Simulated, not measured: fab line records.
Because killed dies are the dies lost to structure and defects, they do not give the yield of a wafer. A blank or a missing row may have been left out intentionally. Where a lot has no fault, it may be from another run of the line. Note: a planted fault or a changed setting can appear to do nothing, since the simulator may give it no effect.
Comparing a struck lot with a sound one :: flow gf180mcu :: 15 steps out of a route of 602
Sound: the wafers L743.1, L743.4, L743.6. Wafers L758.1, L758.4, L758.5 were the ones struck. The cause is named last.
Per side, at each step with rows, come the tool, then ch with its chambers, and then its first start. Under that, the readings that differ: sound wafers :: struck wafers :: difference of the means :: sigmas: that difference in standard deviations of wafers without a fault.
alike: a reading whose means differ by less than 2 such deviations, as well as words and numbers matching on both sides. not compared: withheld readings; readings where some wafer has no value; bounds like >300 that might hide an equal value; numbers whose values overlap and for which the record gives no deviation.
Wherever a step has rows on one side only, a row that says differs or no value, or a row with sigmas, the two part there. When numbers do not overlap yet have no deviation, they are printed without sigmas and do not part them. Lack of a reading on every wafer of one side parts them only where that side has two or more wafers.

first, 1 step without rows for these wafers: GF_STI_CVD_03 (deposits Si3N4 from DCS/NH3, target thk 207.16 nm, time 3551 s).
GF_STI_THK_MEAS_04:
  sound on film_metro-04 at day 2 06:26; struck on film_metro-01 at day 5 07:41
  alike: STI_CVD_03_THK
then, 7 steps without rows for these wafers: GF_STI_DEHYDRATE_05 (time 60 s); GF_STI_HMDS_06 (prime time 60 s); GF_STI_COAT_07 (resist thk 700 nm); GF_STI_SOFTBAKE_08 (time 60 s); GF_STI_EXPOSE_09 (exposes mask COMP, target cd 220 nm); GF_STI_PEB_10 (peb time 90 s); GF_STI_DEVELOP_11 (develop time 60 s).
GF_STI_CD_MEAS_12: the cd target is 220 nm.
  sound on cd_sem-01 at day 2 18:21; struck on cd_sem-01 at day 5 22:59
  alike: cd_nm
GF_STI_ETCH_13: etches the open film in CHF3/O2, stops on Si, target depth 282.31 nm, time 112.9 s.
  sound on rie_diel-02 ch 0,3, day 2 18:28; struck on rie_diel-04 ch 0,1,2, day 5 23:07
  alike: bias_w, drypump_motor_current_A, oes_product_au, throttle_valve_pct
  not compared: rf_hours_counter_h
GF_STI_ETCH_14: etches Si in HBr/Cl2/O2, target depth 360 nm, time 102.9 s.
  sound on rie_si-01 ch 0,3, day 2 18:33; struck on rie_si-02 ch 1,2,3, day 5 23:11
  alike: HBr_flow_sccm, bias_w, drypump_motor_current_A, oes_product_au, throttle_valve_pct
  not compared: rf_hours_counter_h
GF_STI_STRIP_15: strips in O2/N2.
  sound on plasma_asher-03 ch 0,1, day 2 18:37; struck on plasma_asher-01 ch 0, day 5 23:16
reading: heater_power_w (W)
sound: 332 295 297
struck: 391 387 378
difference: +77
sigmas: +2

reading: o2_flow_sccm (sccm)
sound: 2989 2979 2995
struck: 2400 2407 2404
difference: -584
sigmas: -61
  alike: drypump_motor_current_A, oes_product_au, strip_time_to_endpoint_s
  not compared: rf_hours_counter_h
then, 1 step without rows for these wafers: GF_STI_CLEAN_16 (cleans in dHF, time 25 s).
-- the record jumps here: 28 days lie between the struck wafers' starts before and after (it left off in module STI and takes up again in module PASSIVATION, whose first step shown is number 602 of the route) --
GF_PASSIVATION_PROBE_99:
  record: rows for the struck wafers here (prober-01, day 33 12:40), none for the sound ones

== WHERE THEY PART ==
First at GF_STI_STRIP_15; last, within this record, at GF_PASSIVATION_PROBE_99.

WHY: what the simulator had put in
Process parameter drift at GF_STI_STRIP_15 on plasma_asher-01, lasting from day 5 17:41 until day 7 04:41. A move of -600 in setting o2_flow_sccm, from 3000. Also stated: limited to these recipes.
